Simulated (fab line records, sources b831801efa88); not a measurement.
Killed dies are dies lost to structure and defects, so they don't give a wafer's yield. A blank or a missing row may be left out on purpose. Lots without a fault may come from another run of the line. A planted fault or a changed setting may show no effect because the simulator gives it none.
Which tool did it? | flow gf180mcu | 14 lots, 42 wafers sampled, at 3 steps of a route of 602

WHAT THE GAUGES READ, wafer by wafer
The record holds no reading of a measuring or inspecting step that can be judged against a usual standard deviation.

WHICH TOOL RAN EACH LOT (tool, then ch and the chambers of the sampled wafers, then the start)
lot  | GF_V3_STRIP_18                       | GF_V4_STRIP_18                       | GF_V4_CVD_23
L898 | plasma_asher-04 ch 0,1, day 22 14:55 | plasma_asher-01 ch 0,1, day 24 15:43 | cvd_w-01 ch 0,1, day 24 16:20
L899 | plasma_asher-04 ch 0,1, day 22 23:46 | plasma_asher-03 ch 0,1, day 24 23:01 | cvd_w-02 ch 0,1, day 24 23:38
L901 | plasma_asher-04 ch 0,1, day 23 21:31 | plasma_asher-02 ch 0,1, day 25 19:46 | cvd_w-01 ch 0,1, day 25 20:45
L902 | plasma_asher-04 ch 0,1, day 24 08:15 | plasma_asher-01 ch 0,1, day 26 05:12 | cvd_w-01 ch 0,1, day 26 05:50
L907 | plasma_asher-03 ch 0, day 26 01:04   | plasma_asher-03 ch 0,1, day 27 19:49 | cvd_w-01 ch 0, day 27 20:28
L909 | plasma_asher-04 ch 0,1, day 26 18:03 | plasma_asher-02 ch 0,1, day 28 13:24 | cvd_w-02 ch 0,1, day 28 14:02
L910 | plasma_asher-04 ch 0,1, day 27 05:07 | plasma_asher-02 ch 0,1, day 28 23:13 | cvd_w-01 ch 1, day 28 23:53
L911 | plasma_asher-04 ch 0,1, day 27 11:51 | plasma_asher-01 ch 0,1, day 29 05:13 | cvd_w-01 ch 0,1, day 29 05:52
L915 | plasma_asher-02 ch 1, day 28 14:25   | plasma_asher-01 ch 1, day 30 06:43   | cvd_w-01 ch 0,1, day 30 07:21
L917 | plasma_asher-03 ch 0,1, day 28 20:55 | plasma_asher-01 ch 0,1, day 30 13:10 | cvd_w-01 ch 0,1, day 30 13:47
L916 | plasma_asher-02 ch 0,1, day 28 22:01 | plasma_asher-03 ch 0,1, day 30 14:33 | cvd_w-02 ch 0,1, day 30 15:12
L918 | plasma_asher-04 ch 0,1, day 29 05:25 | plasma_asher-03 ch 0,1, day 30 21:43 | cvd_w-01 ch 0,1, day 30 22:21
L919 | plasma_asher-02 ch 0,1, day 29 07:16 | plasma_asher-03 ch 0, day 31 00:13   | cvd_w-01 ch 0,1, day 31 00:51
L920 | plasma_asher-04 ch 0,1, day 29 15:24 | plasma_asher-03 ch 0,1, day 31 06:30 | cvd_w-01 ch 0,1, day 31 07:29
- GF_V3_STRIP_18: strips in O2/N2.
- GF_V4_STRIP_18: strips in O2/N2.
- GF_V4_CVD_23: deposits W, target thk 350 nm, time 104.9 s.

WHAT THE TOOLS THEMSELVES READ (means of the sampled wafers that have a number; where no wafer has one, the mark that the record gives instead)
GF_V3_STRIP_18. Usual: chamber_pressure_mTorr 1500.0 mTorr, standard deviation 1.3; drypump_motor_current_A 5.6 A, standard deviation 0.66; heater_power_w 319 W, standard deviation 32; oes_product_au 0.592 a.u., standard deviation 0.005.
lot  | tool            | chamber_pressure_mTorr (mTorr) | drypump_motor_current_A (A) | heater_power_w (W) | oes_product_au (a.u.) | flag
L898 | plasma_asher-04 | 1499.9                         | 6.0                         | 315                | 0.593                 |
L899 | plasma_asher-04 | 1499.9                         | 6.0                         | 317                | 0.596                 |
L901 | plasma_asher-04 | 1500.7                         | 6.0                         | 311                | 0.595                 |
L902 | plasma_asher-04 | 1499.7                         | 5.5                         | 293                | 0.593                 |
L907 | plasma_asher-03 | 1500.2                         | 4.9                         | 333                | 0.589                 |
L909 | plasma_asher-04 | 1499.9                         | 6.0                         | 319                | 0.583                 |
L910 | plasma_asher-04 | 1500.8                         | 5.5                         | 301                | 0.587                 |
L911 | plasma_asher-04 | 1500.3                         | 5.5                         | 298                | 0.589                 |
L915 | plasma_asher-02 | 1501.0                         | 5.1                         | 309                | 0.594                 |
L917 | plasma_asher-03 | 1500.8                         | 5.0                         | 355                | 0.589                 |
L916 | plasma_asher-02 | 1501.3                         | 5.3                         | 319                | 0.588                 |
L918 | plasma_asher-04 | 1499.6                         | 6.0                         | 319                | 0.599                 |
L919 | plasma_asher-02 | 1501.5                         | 5.5                         | 325                | 0.594                 |
L920 | plasma_asher-04 | 1501.0                         | 6.0                         | 318                | 0.597                 |

GF_V4_STRIP_18. Usual: chamber_pressure_mTorr 1499.9 mTorr, standard deviation 1.6; drypump_motor_current_A 5.3 A, standard deviation 0.45; heater_power_w 346 W, standard deviation 26; oes_product_au 0.592 a.u., standard deviation 0.005.
lot  | tool            | chamber_pressure_mTorr (mTorr) | drypump_motor_current_A (A) | heater_power_w (W) | oes_product_au (a.u.) | flag
L898 | plasma_asher-01 | 1499.5                         | 5.7                         | 343                | 0.593                 |
L899 | plasma_asher-03 | 1500.7                         | 5.1                         | 372                | 0.589                 |
L901 | plasma_asher-02 | 1500.0                         | 5.5                         | 330                | 0.590                 |
L902 | plasma_asher-01 | 1499.7                         | 5.7                         | 346                | 0.585                 |
L907 | plasma_asher-03 | 1499.8                         | 5.0                         | 351                | 0.593                 |
L909 | plasma_asher-02 | 1499.9                         | 5.5                         | 324                | 0.586                 |
L910 | plasma_asher-02 | -                              | -                           | -                  | -                     | OFF
L911 | plasma_asher-01 | -                              | -                           | -                  | -                     | OFF
L915 | plasma_asher-01 | 1498.9                         | 6.1                         | 354                | 0.594                 |
L917 | plasma_asher-01 | 1499.8                         | 5.3                         | 343                | 0.593                 |
L916 | plasma_asher-03 | 1499.9                         | 5.0                         | 357                | 0.590                 |
L918 | plasma_asher-03 | 1498.9                         | 5.1                         | 374                | 0.594                 |
L919 | plasma_asher-03 | 1498.9                         | 5.0                         | 333                | 0.591                 |
L920 | plasma_asher-03 | 1500.7                         | 5.0                         | 352                | 0.594                 |

GF_V4_CVD_23. Usual: heater_power_w 840 W, standard deviation 95; susceptor_temp_C 400.02 C, standard deviation 0.2.
lot  | tool     | heater_power_w (W) | susceptor_temp_C (C) | flag
L898 | cvd_w-01 | 910                | 400.06               |
L899 | cvd_w-02 | 708                | 400.18               |
L901 | cvd_w-01 | 885                | 400.10               |
L902 | cvd_w-01 | 878                | 399.89               |
L907 | cvd_w-01 | 848                | 399.81               |
L909 | cvd_w-02 | 743                | 399.90               |
L910 | cvd_w-01 | 953                | 400.28               |
L911 | cvd_w-01 | 890                | 400.08               |
L915 | cvd_w-01 | 917                | 399.95               |
L917 | cvd_w-01 | 897                | 400.03               |
L916 | cvd_w-02 | 746                | 399.97               |
L918 | cvd_w-01 | 885                | 399.96               |
L919 | cvd_w-01 | 873                | 399.74               |
L920 | cvd_w-01 | 927                | 400.24               |

THE ANSWER, worked out from the rows above alone
Rule: a lot is off if the mean of its wafers that have a number lies more than 3 standard deviations from the usual mean. A lot without any number at a reading at which 4 lots or more have one is off too. The other lots that the step has rows for count as sound. The gauges are gone through in route order, then the tools' own readings, and for those a lot's mean is taken as printed above. The first step at which some lot is off is used, and at that step the reading that is off furthest; a lot without a number counts as furthest.
Off: L910, L911, at GF_V4_STRIP_18 (chamber_pressure_mTorr). Without a number there: L910, L911.
A tool fits if, at that step or a process step before it, it ran every lot that is off, and no sound lot after the first of them. None of those tried fits.

WHAT THE SIMULATOR HAD PUT IN
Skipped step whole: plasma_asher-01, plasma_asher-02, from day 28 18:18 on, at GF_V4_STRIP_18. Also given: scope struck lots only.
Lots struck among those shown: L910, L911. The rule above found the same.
